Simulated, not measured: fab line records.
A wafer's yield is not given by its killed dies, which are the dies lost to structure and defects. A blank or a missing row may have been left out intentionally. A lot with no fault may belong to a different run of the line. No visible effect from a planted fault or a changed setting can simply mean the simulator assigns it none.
Which tool did it? -- flow sky130 -- at 1 step of a route of 708, 14 lots with 42 wafers sampled

== WHAT EACH GAUGE READ, for each wafer ==
SKY_VT_ADJUST_PCH_OVL_MEAS_07. Usual: for VT_ADJUST_PCH_OVL the level is 0.1 nm and the standard deviation is 1.8.
lot,measured,on,VT_ADJUST_PCH_OVL (nm),flag
L605,day 10 11:32,overlay-01,0.3 -0.6 0.4,
L608,day 11 08:59,overlay-02,0.9 0.1 1.7,
L610,day 11 22:26,overlay-01,-0.7 -0.8 0.1,
L617,day 14 13:38,overlay-02,-2.5 -0.7 -0.1,
L618,day 14 19:21,overlay-02,1.5 3.4 2.4,
L619,day 14 22:35,overlay-01,1.6 1.0 -1.1,
L620,day 15 07:32,overlay-01,0.1 0.4 0.8,
L622,day 16 00:39,overlay-01,1.1 0.7 0.7,
L623,day 16 08:05,overlay-02,0.9 1.1 -0.2,
L624,day 16 13:08,overlay-01,2.0 2.1 1.0,
L625,day 16 20:17,overlay-02,0.0 -0.6 -0.9,
L626,day 17 03:35,overlay-02,0.6 0.8 3.3,
L627,day 17 09:17,overlay-02,2.4 1.5 2.4,
L628,day 18 03:32,overlay-01,-1.1 -2.7 -2.0,

== WHAT TOOL EACH LOT RAN ON (gives the tool, then ch and the chambers of the sampled wafers, and finally the start) ==
There is no process step in the record ahead of these readings.

== WHAT THE TOOLS THEMSELVES READ (means of the sampled wafers that have a number; where no wafer has one, the mark that the record gives instead) ==
The record holds no such reading with a usual standard deviation.

== THE ANSWER, worked out from the rows above alone ==
Rule: lot off if the mean of its wafers having a number is beyond 3 standard deviations from the usual mean. Also off: a lot with no number at a reading for which 4 or more lots have one. Where the step has rows for the other lots, those lots are counted as sound. After the gauges, taken in route order, come the tools' own readings; for these a lot's mean is taken, as printed above. The first step at which some lot is off is used, and at that step the reading that is off furthest; a lot without a number counts as furthest.
None of the lots is off at any reading shown; this tells nothing.

== WHAT THE SIMULATOR HAD INSERTED ==
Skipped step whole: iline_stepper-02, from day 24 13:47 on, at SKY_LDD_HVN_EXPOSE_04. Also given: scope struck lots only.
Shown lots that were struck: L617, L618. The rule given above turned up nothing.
